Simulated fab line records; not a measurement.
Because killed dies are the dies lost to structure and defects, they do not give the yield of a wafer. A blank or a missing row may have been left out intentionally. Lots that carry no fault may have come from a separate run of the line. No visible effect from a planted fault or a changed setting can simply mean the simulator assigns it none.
fab line records	flow sky130
record: lots: 5	wafers: 15	last-day: 49
route steps=708 shown PASSIVATION@691 PAD_OPEN@694
lots untouched by any fault: they come from a run of this same line in which no faults occurred
start-h: the number of hours between the record's first day and the start of the first shown wafer of the lot	wait-h: time in hours since the lot's previous step	" the same as in the row above	L1.1+2: a row that stands for several wafers	- no value, or no start given	* or withheld: withheld	< > ~ a bound
route shown NAME@n: names a module that has steps shown in the file, with the first one's number in the route	usual: average and standard deviation across the fault-free wafers	same: alike in all rows	chamber/n: place in a boat	sites: per-site readings	_std_site: the values' standard deviation	_edge_site: mean of outer sites minus mean of inner sites	radius-mm: how far each site lies from the wafer's centre	mask NAME#n: copy n	behind: tool/chamber where the wafer was last shaped	hold: why the lot went on hold/how many hours it stayed there/how the hold came to an end	device: which transistor (n, p or np) failed to switch	end of line: tests of these same wafers at the route's end	step lacking rows: just its recipe	killed: count of dies lost to structure and defects at first sort (not the wafer's yield)	map: per-die view of a wafer (x killed, . not killed, _ where there is no die)
set.NAME: setting as actually run; set.NAME@STEP: the setting as run at that earlier step	model.NAME: the simulator's own value behind a step, which no gauge read
lots at some steps of the route; a table a step, a row a wafer
services: a tool's chamber out of use, with start hour (start-h, from the record's first day; less than 0 if before it), hours out, and reason
== steps ==
step: SKY_PASSIVATION_DEVELOP_10
recipe: develop-time-s: 60	dev-temp-c: 23
lot.wafer	tool	chamber	start-h	wait-h
L077.3+4+6	litho-track-03	0	-	-
L084.1+2+4	litho-track-03	0	-	-
L091.2+3+6	litho-track-01	0	-	-
L093.2+3+5	litho-track-03	0	-	-
L094.2+5+6	litho-track-03	0	-	-
step: SKY_PASSIVATION_ETCH_11
recipe: chemistry: CF4/O2	target-depth-nm: 725	stop-on: AlCu	source-w: 800	bias-w: 150	pressure-mtorr: 150	cf4-flow-sccm: 80	O2_flow_sccm: 10	time-s: 161.1
usual: drypump-motor-current-A: 5.9/0.54	oes-product-au: 0.978/0.0067	rf-fwd-power-W: 797.6/2.5	throttle-valve-pct: 5.965/0.0094
lot.wafer	tool	chamber	start-h	wait-h	drypump-motor-current-A	oes-product-au	rf-fwd-power-W	rf-hours-counter-h	throttle-valve-pct
L077.3	rie-diel-02	3	1079.28	-	6.2	0.991	795.2	19	5.964
L077.4	"	1	"	"	6.6	0.991	799.0	16	5.961
L077.6	"	1	"	"	6.6	0.981	795.1	-	5.962
L084.1	rie-diel-02	0	1113.88	-	6.3	0.974	802.8	3	5.978
L084.2	"	3	"	"	6.2	0.985	795.2	20	5.953
L084.4	"	1	"	"	6.6	0.982	797.5	17	5.970
L091.2	rie-diel-02	2	1157.97	-	5.8	0.962	796.4	13	5.964
L091.3	"	1	"	"	6.6	0.978	797.8	19	5.965
L091.6	"	1	"	"	6.6	0.981	799.6	-	5.972
L093.2	rie-diel-03	1	1160.38	-	5.0	0.970	797.6	4	5.987
L093.3	"	0	"	"	5.8	0.984	796.9	2	5.962
L093.5	"	1	"	"	4.9	0.974	796.3	-	5.977
L094.2	rie-diel-01	3	1165.88	-	5.1	0.976	791.9	32	5.976
L094.5	"	3	"	"	5.1	0.980	796.5	-	5.957
L094.6	"	2	"	"	5.3	0.985	795.2	-	5.949
step: SKY_PASSIVATION_STRIP_12
recipe: chemistry: O2/N2	power-w: 1400	pressure-mtorr: 1500	platen-temp-c: withheld	overash-fraction: 0.7	o2-flow-sccm: 3000	n2-flow-sccm: 300
usual: drypump-motor-current-A: 5.73/0.17	oes-product-au: 0.661/0.0046	strip-time-to-endpoint-s: 31.52/0.14
lot.wafer	tool	chamber	start-h	wait-h	drypump-motor-current-A	oes-product-au	rf-hours-counter-h	strip-time-to-endpoint-s
L077.3	plasma-asher-03	0	1079.42	0.1	5.91	0.660	-	31.90
L077.4	"	1	"	"	5.46	0.653	-	31.75
L077.6	"	0	"	"	5.87	0.658	-	31.73
L084.1	plasma-asher-04	1	1113.99	0.1	5.87	0.655	5	31.42
L084.2	"	0	"	"	5.73	0.668	5	31.43
L084.4	"	0	"	"	5.74	0.662	-	31.48
L091.2	plasma-asher-02	0	1158.08	0.1	5.60	0.650	100	31.72
L091.3	"	1	"	"	5.89	0.660	-	31.59
L091.6	"	1	"	"	5.87	0.662	-	31.69
L093.2	plasma-asher-03	1	1160.49	0.1	5.45	0.649	41	31.19
L093.3	"	1	"	"	5.42	0.659	-	31.30
L093.5	"	1	"	"	5.42	0.665	-	31.28
L094.2	plasma-asher-03	0	1165.99	0.1	5.84	0.655	41	31.37
L094.5	"	0	"	"	5.84	0.664	-	31.38
L094.6	"	1	"	"	5.43	0.663	-	31.36
step: SKY_PAD_OPEN_DEHYDRATE_00
recipe: temp-c: 200	time-s: 60
usual: plate-temp-C: 199.99/0.16
lot.wafer	tool	chamber	start-h	wait-h	plate-temp-C
L077.3	litho-track-02	0	1089.22	9.8	200.14
L077.4	"	0	"	"	200.42
L077.6	"	0	"	"	200.00
L084.1	litho-track-03	0	1123.93	9.9	199.72
L084.2	"	0	"	"	199.75
L084.4	"	0	"	"	200.00
L091.2	litho-track-03	0	1166.26	8.1	200.01
L091.3	"	0	"	"	200.16
L091.6	"	0	"	"	200.32
L093.2	litho-track-04	0	1168.55	8.0	199.89
L093.3	"	0	"	"	199.87
L093.5	"	0	"	"	200.16
L094.2	litho-track-03	0	1173.41	7.4	199.72
L094.5	"	0	"	"	199.95
L094.6	"	0	"	"	199.87
step: SKY_PAD_OPEN_HMDS_01
recipe: prime-time-s: 60	prime-temp-c: 120
lot.wafer	tool	chamber	start-h	wait-h
L077.3+4+6	litho-track-02	0	1089.37	0.1
L084.1+2+4	litho-track-03	0	1124.08	0.1
L091.2+3+6	litho-track-03	0	1166.41	0.1
L093.2+3+5	litho-track-04	0	1168.70	0.1
L094.2+5+6	litho-track-03	0	1173.56	0.1
step: SKY_PAD_OPEN_COAT_02
recipe: spin-rpm: 2000	resist-thk-nm: 3000
lot.wafer	tool	chamber	start-h	wait-h
L077.3+4+6	litho-track-02	0	1089.52	0.1
L084.1+2+4	litho-track-03	0	1124.23	0.1
L091.2+3+6	litho-track-03	0	1166.56	0.1
L093.2+3+5	litho-track-04	0	1168.85	0.1
L094.2+5+6	litho-track-03	0	1173.71	0.1
step: SKY_PAD_OPEN_SOFTBAKE_03
recipe: temp-c: 110	time-s: withheld
usual: plate-temp-C: 110.04/0.13
lot.wafer	tool	chamber	start-h	wait-h	plate-temp-C
L077.3	litho-track-02	0	1089.69	0.1	110.36
L077.4	"	0	"	"	109.91
L077.6	"	0	"	"	110.08
L084.1	litho-track-03	0	1124.38	0.1	109.86
L084.2	"	0	"	"	109.89
L084.4	"	0	"	"	109.94
L091.2	litho-track-03	0	1166.72	0.1	110.19
L091.3	"	0	"	"	110.12
L091.6	"	0	"	"	110.03
L093.2	litho-track-04	0	1169.01	0.1	110.06
L093.3	"	0	"	"	110.03
L093.5	"	0	"	"	110.07
L094.2	litho-track-03	0	1173.87	0.1	110.15
L094.5	"	0	"	"	110.21
L094.6	"	0	"	"	110.03
step: SKY_PAD_OPEN_EXPOSE_04
recipe: mask-id: PDM	target-cd-nm: 60000	na: 0.57	dose-mj: 260
lot.wafer	tool	chamber	start-h	wait-h	mask
L077.3+4+6	iline-stepper-02	0	-	-	PDM#0
L084.1+2+4	iline-stepper-01	0	-	-	PDM#0
L091.2+3+6	iline-stepper-01	0	-	-	PDM#0
L093.2+3+5	iline-stepper-01	0	-	-	PDM#0
L094.2+5+6	iline-stepper-01	0	-	-	PDM#0
step: SKY_PAD_OPEN_PEB_05
recipe: temp-c: 115	time-s: withheld
usual: plate-temp-C: 115.03/0.14
lot.wafer	tool	chamber	start-h	wait-h	plate-temp-C
L077.3	litho-track-04	0	-	-	115.06
L077.4	"	0	"	"	114.98
L077.6	"	0	"	"	115.04
L084.1	litho-track-04	0	-	-	115.16
L084.2	"	0	"	"	114.95
L084.4	"	0	"	"	114.77
L091.2	litho-track-03	0	-	-	115.33
L091.3	"	0	"	"	115.02
L091.6	"	0	"	"	115.02
L093.2	litho-track-02	0	-	-	115.05
L093.3	"	0	"	"	115.15
L093.5	"	0	"	"	115.02
L094.2	litho-track-04	0	-	-	115.35
L094.5	"	0	"	"	115.26
L094.6	"	0	"	"	115.30
step: SKY_PAD_OPEN_DEVELOP_06
recipe: develop-time-s: 60	dev-temp-c: 23
lot.wafer	tool	chamber	start-h	wait-h
L077.3+4+6	litho-track-04	0	-	-
L084.1+2+4	litho-track-04	0	-	-
L091.2+3+6	litho-track-03	0	-	-
L093.2+3+5	litho-track-02	0	-	-
L094.2+5+6	litho-track-04	0	-	-
step: SKY_PAD_OPEN_ETCH_07
recipe: chemistry: CF4/O2	target-depth-nm: 725	stop-on: AlCu	source-w: 800	bias-w: 150	pressure-mtorr: 150	cf4-flow-sccm: 80	O2_flow_sccm: 10	time-s: 161.1
usual: drypump-motor-current-A: 5.7/0.45	oes-product-au: 0.979/0.0061	rf-fwd-power-W: 797.1/2.6	throttle-valve-pct: 5.964/0.009
lot.wafer	tool	chamber	start-h	wait-h	drypump-motor-current-A	oes-product-au	rf-fwd-power-W	rf-hours-counter-h	throttle-valve-pct
L077.3	rie-diel-04	3	1100.18	-	5.8	0.979	797.6	15	5.970
L077.4	"	0	"	"	5.7	0.980	792.8	23	5.968
L077.6	"	0	"	"	5.8	0.983	794.9	-	5.953
L084.1	rie-diel-01	1	1133.78	-	5.2	0.973	798.9	22	5.961
L084.2	"	2	"	"	5.2	0.975	799.8	19	5.959
L084.4	"	0	"	"	5.8	0.990	796.9	20	5.968
L091.2	rie-diel-02	0	1175.18	-	6.2	0.978	798.8	5	5.965
L091.3	"	3	"	"	6.2	0.981	799.1	22	5.975
L091.6	"	3	"	"	6.1	0.979	800.8	-	5.970
L093.2	rie-diel-01	3	1177.17	-	5.1	0.981	801.3	32	5.938
L093.3	"	1	"	"	5.2	0.980	799.1	24	5.959
L093.5	"	2	"	"	5.3	0.981	795.5	-	5.979
L094.2	rie-diel-04	1	1182.58	-	5.1	0.981	796.7	29	5.952
L094.5	"	0	"	"	5.8	0.978	791.7	-	5.966
L094.6	"	1	"	"	5.1	0.977	797.2	-	5.962
step: SKY_PAD_OPEN_STRIP_08
recipe: chemistry: O2/N2	power-w: 1400	pressure-mtorr: 1500	platen-temp-c: withheld	overash-fraction: 0.7	o2-flow-sccm: 3000	n2-flow-sccm: 300
usual: drypump-motor-current-A: 5.71/0.14	oes-product-au: 0.663/0.0047	strip-time-to-endpoint-s: 37.07/0.081
lot.wafer	tool	chamber	start-h	wait-h	drypump-motor-current-A	oes-product-au	rf-hours-counter-h	strip-time-to-endpoint-s
L077.3	plasma-asher-04	1	1100.31	0.1	5.84	0.660	-	37.02
L077.4	"	0	"	"	5.75	0.661	-	36.99
L077.6	"	0	"	"	5.77	0.666	-	36.97
L084.1	plasma-asher-02	0	1133.88	0.1	5.61	0.664	97	37.14
L084.2	"	1	"	"	5.87	0.671	97	37.17
L084.4	"	1	"	"	5.86	0.670	-	37.16
L091.2	plasma-asher-01	0	1175.29	0.1	5.50	0.660	74	37.15
L091.3	"	0	"	"	5.47	0.660	-	37.14
L091.6	"	0	"	"	5.49	0.665	-	37.09
L093.2	plasma-asher-01	0	1177.28	0.1	5.47	0.662	75	37.01
L093.3	"	0	"	"	5.48	0.665	-	36.98
L093.5	"	1	"	"	5.74	0.673	-	37.03
L094.2	plasma-asher-01	1	1182.68	0.1	5.75	0.667	75	37.04
L094.5	"	1	"	"	5.75	0.663	-	36.96
L094.6	"	0	"	"	5.51	0.652	-	36.96
step: SKY_PAD_OPEN_STRIP_09
recipe: chemistry: post-etch-residue-remover	time-s: 1200	temp-c: 72.5
lot.wafer	tool	chamber	start-h	wait-h
L077.3+4+6	wet-bench-04	2	1100.38	0.0
L084.1+2+4	wet-bench-02	3	1133.98	0.1
L091.2+3+6	wet-bench-01	1	1175.39	0.1
L093.2+3+5	wet-bench-01	2	1177.38	0.1
L094.2+5+6	wet-bench-04	1	1182.78	0.1
step: SKY_PAD_OPEN_CLEAN_10
recipe: chemistry: IPA	time-s: 180	temp-c: 25
lot.wafer	tool	chamber	start-h	wait-h
L077.3+4+6	wet-bench-02	3	1100.72	0.0
L084.1+2+4	wet-bench-01	1	1134.32	0.0
L091.2+3+6	wet-bench-04	3	1175.76	0.0
L093.2+3+5	wet-bench-02	2	1177.75	0.0
L094.2+5+6	wet-bench-04	1	1183.12	0.0
step: SKY_PAD_OPEN_CLEAN_11
recipe: chemistry: O3/DIW	dry: n2-spin
lot.wafer	tool	chamber	start-h	wait-h
L077.3+4+6	wet-bench-01	3	1100.78	0.0
L084.1+2+4	wet-bench-02	3	1134.44	0.0
L091.2+3+6	wet-bench-02	2	1175.83	0.0
L093.2+3+5	wet-bench-04	3	1177.81	0.0
L094.2+5+6	wet-bench-04	3	1183.18	0.0
step: SKY_PAD_OPEN_ANNEAL_12
recipe: temp-c: 400	time-s: withheld	ambient: N2/H2	idle-temp-c: 300	ramp-up-c-per-min: 8	ramp-down-c-per-min: 4
usual: zone-power-bottom-pct: 6.77/0.15	zone-power-centre-pct: 4.59/0.13
lot.wafer	tool	chamber	start-h	wait-h	zone-power-bottom-pct	zone-power-centre-pct
L077.3	furnace-02	0	1100.87	0.0	6.68	4.72
L077.4	"	0	"	"	6.71	4.70
L077.6	"	0	"	"	6.61	4.69
L084.1	furnace-02	0	1134.53	0.0	6.69	4.63
L084.2	"	0	"	"	6.72	4.76
L084.4	"	0	"	"	6.64	4.75
L091.2	furnace-01	0	1175.92	0.0	6.93	4.43
L091.3	"	0	"	"	6.98	4.51
L091.6	"	0	"	"	6.91	4.48
L093.2	furnace-02	0	1177.91	0.0	6.61	4.72
L093.3	"	0	"	"	6.60	4.74
L093.5	"	0	"	"	6.66	4.67
L094.2	furnace-02	0	1183.27	0.0	6.71	4.81
L094.5	"	0	"	"	6.58	4.80
L094.6	"	0	"	"	6.59	4.78
step: SKY_PAD_OPEN_BOW_MEAS_13
recipe: mode: bow
usual: PAD_OPEN_BOW: 47/9.8
lot.wafer	tool	chamber	start-h	wait-h	PAD_OPEN_BOW[um]
L077.3	film-metro-02	-	1102.41	-	48
L077.4	"	-	"	"	38
L077.6	"	-	"	"	39
L084.1	film-metro-04	-	1136.03	-	44
L084.2	"	-	"	"	50
L084.4	"	-	"	"	50
L091.2	film-metro-02	-	1177.44	-	47
L091.3	"	-	"	"	52
L091.6	"	-	"	"	38
L093.2	film-metro-04	-	1179.43	-	38
L093.3	"	-	"	"	33
L093.5	"	-	"	"	41
L094.2	film-metro-04	-	1184.79	-	35
L094.5	"	-	"	"	35
L094.6	"	-	"	"	34
== services ==
tool	chamber	start-h	hours	kind
plasma-asher-04	-	1055.25	9.0	pm
rie-diel-01	-	1056.77	2.8	pm
rie-diel-04	3	1062.01	1.8	repair
rie-diel-04	3	1066.56	6.9	repair
iline-stepper-01	-	1070.34	22.7	repair
plasma-asher-02	-	1081.60	10.9	repair
rie-diel-02	-	1090.71	2.8	pm
iline-stepper-02	-	1092.17	6.2	repair
plasma-asher-02	-	1094.85	2.6	repair
plasma-asher-04	-	1094.92	4.0	repair
rie-diel-03	2	1115.20	13.1	repair
furnace-01	-	1115.61	3.3	pm
iline-stepper-02	-	1118.01	1.7	pm
iline-stepper-01	-	1129.15	2.9	repair
plasma-asher-01	-	1132.28	2.8	pm
rie-diel-02	3	1137.21	10.0	repair
wet-bench-04	-	1149.15	3.1	repair
furnace-02	-	1151.91	3.3	pm
iline-stepper-01	-	1154.74	1.7	pm
furnace-01	-	1163.64	3.5	pm
plasma-asher-02	-	1174.41	0.9	repair
plasma-asher-03	-	1176.09	1.8	repair
rie-diel-01	-	1181.90	0.4	repair
rie-diel-02	-	1181.94	0.3	repair
== key ==
fault none
